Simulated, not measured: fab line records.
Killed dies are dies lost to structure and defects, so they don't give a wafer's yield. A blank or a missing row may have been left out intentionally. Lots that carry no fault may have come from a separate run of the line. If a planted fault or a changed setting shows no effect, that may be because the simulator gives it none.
Which tool is to blame? || flow sfq line || 14 lots, 42 wafers sampled, at 2 steps of a route of 325

WHAT THE GAUGES SHOWED, per wafer
The record holds no reading of a measuring or inspecting step that can be judged against a usual standard deviation.

EACH LOT AND THE TOOL THAT RAN IT (in order: tool; ch and the chambers of the sampled wafers; start)
{"lot": "L288", "SFQ_TRILAYER_JJ_TRILAYER_DEP_SPUTTER_109": "pvd sputter-06, day 34 23:43", "SFQ_TRILAYER_M5_ETCH_METAL_ETCH_126": "rie metal-04 ch 1, day 47 05:59"}
{"lot": "L290", "SFQ_TRILAYER_JJ_TRILAYER_DEP_SPUTTER_109": "pvd sputter-06, day 40 20:14", "SFQ_TRILAYER_M5_ETCH_METAL_ETCH_126": "rie metal-02 ch 0,1, day 52 15:16"}
{"lot": "L291", "SFQ_TRILAYER_JJ_TRILAYER_DEP_SPUTTER_109": "pvd sputter-03, day 40 22:38", "SFQ_TRILAYER_M5_ETCH_METAL_ETCH_126": "rie metal-03 ch 1, day 52 17:39"}
{"lot": "L292", "SFQ_TRILAYER_JJ_TRILAYER_DEP_SPUTTER_109": "pvd sputter-04, day 41 10:38", "SFQ_TRILAYER_M5_ETCH_METAL_ETCH_126": "rie metal-02 ch 0,1, day 53 05:35"}
{"lot": "L293", "SFQ_TRILAYER_JJ_TRILAYER_DEP_SPUTTER_109": "pvd sputter-06, day 41 20:14", "SFQ_TRILAYER_M5_ETCH_METAL_ETCH_126": "rie metal-04 ch 0,1, day 53 13:59"}
{"lot": "L294", "SFQ_TRILAYER_JJ_TRILAYER_DEP_SPUTTER_109": "pvd sputter-04, day 42 11:45", "SFQ_TRILAYER_M5_ETCH_METAL_ETCH_126": "rie metal-03 ch 0,1, day 54 06:47"}
{"lot": "L296", "SFQ_TRILAYER_JJ_TRILAYER_DEP_SPUTTER_109": "pvd sputter-04, day 43 16:33", "SFQ_TRILAYER_M5_ETCH_METAL_ETCH_126": "rie metal-02 ch 0,1, day 55 02:26"}
{"lot": "L297", "SFQ_TRILAYER_JJ_TRILAYER_DEP_SPUTTER_109": "pvd sputter-04, day 44 12:53", "SFQ_TRILAYER_M5_ETCH_METAL_ETCH_126": "rie metal-03 ch 0,1, day 56 04:50"}
{"lot": "L298", "SFQ_TRILAYER_JJ_TRILAYER_DEP_SPUTTER_109": "pvd sputter-03, day 44 15:17", "SFQ_TRILAYER_M5_ETCH_METAL_ETCH_126": "rie metal-04 ch 0,1, day 56 07:18"}
{"lot": "L299", "SFQ_TRILAYER_JJ_TRILAYER_DEP_SPUTTER_109": "pvd sputter-03, day 45 04:29", "SFQ_TRILAYER_M5_ETCH_METAL_ETCH_126": "rie metal-02 ch 0, day 56 19:26"}
{"lot": "L303", "SFQ_TRILAYER_JJ_TRILAYER_DEP_SPUTTER_109": "pvd sputter-06, day 46 08:12", "SFQ_TRILAYER_M5_ETCH_METAL_ETCH_126": "rie metal-03 ch 1, day 57 18:17"}
{"lot": "L306", "SFQ_TRILAYER_JJ_TRILAYER_DEP_SPUTTER_109": "pvd sputter-04, day 47 02:31", "SFQ_TRILAYER_M5_ETCH_METAL_ETCH_126": "rie metal-03 ch 0,1, day 58 07:59"}
{"lot": "L307", "SFQ_TRILAYER_JJ_TRILAYER_DEP_SPUTTER_109": "pvd sputter-04, day 47 09:43", "SFQ_TRILAYER_M5_ETCH_METAL_ETCH_126": "rie metal-02 ch 0,1, day 58 16:23"}
{"lot": "L309", "SFQ_TRILAYER_JJ_TRILAYER_DEP_SPUTTER_109": "pvd sputter-06, day 48 04:23", "SFQ_TRILAYER_M5_ETCH_METAL_ETCH_126": "rie metal-04 ch 0,1, day 59 01:59"}
- SFQ_TRILAYER_JJ_TRILAYER_DEP_SPUTTER_109: material Nb, target thk 150 nm, time 100 s.
- SFQ_TRILAYER_M5_ETCH_METAL_ETCH_126: etches Nb in Cl2/BCl3, stops on SiO2, time 203.2 s, target depth 265 nm.

WHAT THE TOOLS THEMSELVES READ (means of the sampled wafers that have a number; where no wafer has one, the mark that the record gives instead)
SFQ_TRILAYER_JJ_TRILAYER_DEP_SPUTTER_109. Usual: base pressure pa 1.32e-06 Pa, standard deviation 1.1e-07; chamber pressure pa 0.13332 Pa, standard deviation 0.00028; throttle valve pct 29.8 %, standard deviation 0.98.
{"lot": "L288", "tool": "pvd sputter-06", "base pressure pa (Pa)": 1.30e-06, "chamber pressure pa (Pa)": 0.13319, "throttle valve pct (%)": 29.5, "flag": ""}
{"lot": "L290", "tool": "pvd sputter-06", "base pressure pa (Pa)": 1.37e-06, "chamber pressure pa (Pa)": 0.13339, "throttle valve pct (%)": 28.6, "flag": ""}
{"lot": "L291", "tool": "pvd sputter-03", "base pressure pa (Pa)": 1.36e-06, "chamber pressure pa (Pa)": 0.13347, "throttle valve pct (%)": 29.8, "flag": ""}
{"lot": "L292", "tool": "pvd sputter-04", "base pressure pa (Pa)": 1.34e-06, "chamber pressure pa (Pa)": 0.13325, "throttle valve pct (%)": 30.9, "flag": ""}
{"lot": "L293", "tool": "pvd sputter-06", "base pressure pa (Pa)": 1.41e-06, "chamber pressure pa (Pa)": 0.13344, "throttle valve pct (%)": 30.0, "flag": ""}
{"lot": "L294", "tool": "pvd sputter-04", "base pressure pa (Pa)": 1.28e-06, "chamber pressure pa (Pa)": 0.13328, "throttle valve pct (%)": 30.0, "flag": ""}
{"lot": "L296", "tool": "pvd sputter-04", "base pressure pa (Pa)": 1.33e-06, "chamber pressure pa (Pa)": 0.13333, "throttle valve pct (%)": 30.0, "flag": ""}
{"lot": "L297", "tool": "pvd sputter-04", "base pressure pa (Pa)": 1.37e-06, "chamber pressure pa (Pa)": 0.13346, "throttle valve pct (%)": 29.8, "flag": ""}
{"lot": "L298", "tool": "pvd sputter-03", "base pressure pa (Pa)": 1.39e-06, "chamber pressure pa (Pa)": 0.13361, "throttle valve pct (%)": 29.7, "flag": ""}
{"lot": "L299", "tool": "pvd sputter-03", "base pressure pa (Pa)": 1.33e-06, "chamber pressure pa (Pa)": 0.13328, "throttle valve pct (%)": 30.4, "flag": ""}
{"lot": "L303", "tool": "pvd sputter-06", "base pressure pa (Pa)": 1.29e-06, "chamber pressure pa (Pa)": 0.13344, "throttle valve pct (%)": 29.0, "flag": ""}
{"lot": "L306", "tool": "pvd sputter-04", "base pressure pa (Pa)": 1.29e-06, "chamber pressure pa (Pa)": 0.13308, "throttle valve pct (%)": 30.8, "flag": ""}
{"lot": "L307", "tool": "pvd sputter-04", "base pressure pa (Pa)": 1.36e-06, "chamber pressure pa (Pa)": 0.13322, "throttle valve pct (%)": 30.7, "flag": ""}
{"lot": "L309", "tool": "pvd sputter-06", "base pressure pa (Pa)": 1.29e-06, "chamber pressure pa (Pa)": 0.13337, "throttle valve pct (%)": 29.8, "flag": ""}

SFQ_TRILAYER_M5_ETCH_METAL_ETCH_126. Usual: bias w 80.04 W, standard deviation 0.25; drypump motor current A 5.30 A, standard deviation 0.28; oes product au 0.729 a.u., standard deviation 0.0059; rf fwd power W 598.4 W, standard deviation 1.8.
{"lot": "L288", "tool": "rie metal-04", "bias w (W)": 80.15, "drypump motor current A (A)": 5.44, "oes product au (a.u.)": 0.733, "rf fwd power W (W)": 599.9, "flag": ""}
{"lot": "L290", "tool": "rie metal-02", "bias w (W)": 80.20, "drypump motor current A (A)": 5.27, "oes product au (a.u.)": 0.726, "rf fwd power W (W)": 597.7, "flag": ""}
{"lot": "L291", "tool": "rie metal-03", "bias w (W)": 80.00, "drypump motor current A (A)": 5.74, "oes product au (a.u.)": 0.724, "rf fwd power W (W)": 600.2, "flag": ""}
{"lot": "L292", "tool": "rie metal-02", "bias w (W)": 79.77, "drypump motor current A (A)": 5.28, "oes product au (a.u.)": 0.733, "rf fwd power W (W)": 596.1, "flag": ""}
{"lot": "L293", "tool": "rie metal-04", "bias w (W)": 80.21, "drypump motor current A (A)": 5.33, "oes product au (a.u.)": 0.730, "rf fwd power W (W)": 598.0, "flag": ""}
{"lot": "L294", "tool": "rie metal-03", "bias w (W)": 80.04, "drypump motor current A (A)": 5.43, "oes product au (a.u.)": 0.733, "rf fwd power W (W)": 598.8, "flag": ""}
{"lot": "L296", "tool": "rie metal-02", "bias w (W)": 79.87, "drypump motor current A (A)": 5.28, "oes product au (a.u.)": 0.732, "rf fwd power W (W)": 596.2, "flag": ""}
{"lot": "L297", "tool": "rie metal-03", "bias w (W)": 80.10, "drypump motor current A (A)": 5.42, "oes product au (a.u.)": 0.727, "rf fwd power W (W)": 598.8, "flag": ""}
{"lot": "L298", "tool": "rie metal-04", "bias w (W)": 80.04, "drypump motor current A (A)": 5.17, "oes product au (a.u.)": 0.720, "rf fwd power W (W)": 598.7, "flag": ""}
{"lot": "L299", "tool": "rie metal-02", "bias w (W)": 79.86, "drypump motor current A (A)": 5.30, "oes product au (a.u.)": 0.726, "rf fwd power W (W)": 596.8, "flag": ""}
{"lot": "L303", "tool": "rie metal-03", "bias w (W)": 80.42, "drypump motor current A (A)": 5.73, "oes product au (a.u.)": 0.736, "rf fwd power W (W)": 598.9, "flag": ""}
{"lot": "L306", "tool": "rie metal-03", "bias w (W)": 79.72, "drypump motor current A (A)": 5.08, "oes product au (a.u.)": 0.705, "rf fwd power W (W)": 599.4, "flag": "OFF"}
{"lot": "L307", "tool": "rie metal-02", "bias w (W)": 80.17, "drypump motor current A (A)": 5.29, "oes product au (a.u.)": 0.707, "rf fwd power W (W)": 596.0, "flag": "OFF"}
{"lot": "L309", "tool": "rie metal-04", "bias w (W)": 79.85, "drypump motor current A (A)": 5.31, "oes product au (a.u.)": 0.726, "rf fwd power W (W)": 600.0, "flag": ""}

THE ANSWER, worked out from the rows above alone
Rule: lot off if the mean of its wafers having a number is beyond 3 standard deviations from the usual mean. Also off: a lot with no number at a reading for which 4 or more lots have one. Where the step has rows for the other lots, those lots are counted as sound. After the gauges, taken in route order, come the tools' own readings; for these a lot's mean is taken, as printed above. The first step at which some lot is off is used, and at that step the reading that is off furthest; a lot without a number counts as furthest.
Off, at SFQ_TRILAYER_M5_ETCH_METAL_ETCH_126 on oes product au: L306, L307.
A tool fits if, at that step or a process step before it, it ran every lot that is off, and no sound lot after the first of them. One fits: SFQ_TRILAYER_JJ_TRILAYER_DEP_SPUTTER_109 on pvd sputter-04. Its last sound lot is L297 (day 44 12:53), its first lot that is off L306 (day 47 02:31): a fault that began between those two fits.

WHAT HAD BEEN PUT IN BY THE SIMULATOR
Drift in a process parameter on pvd sputter-04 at SFQ_TRILAYER_JJ_TRILAYER_DEP_SPUTTER_109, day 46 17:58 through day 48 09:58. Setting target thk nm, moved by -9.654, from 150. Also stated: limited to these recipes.
Lots struck among those shown: L306, L307. The rule given above showed the same thing.
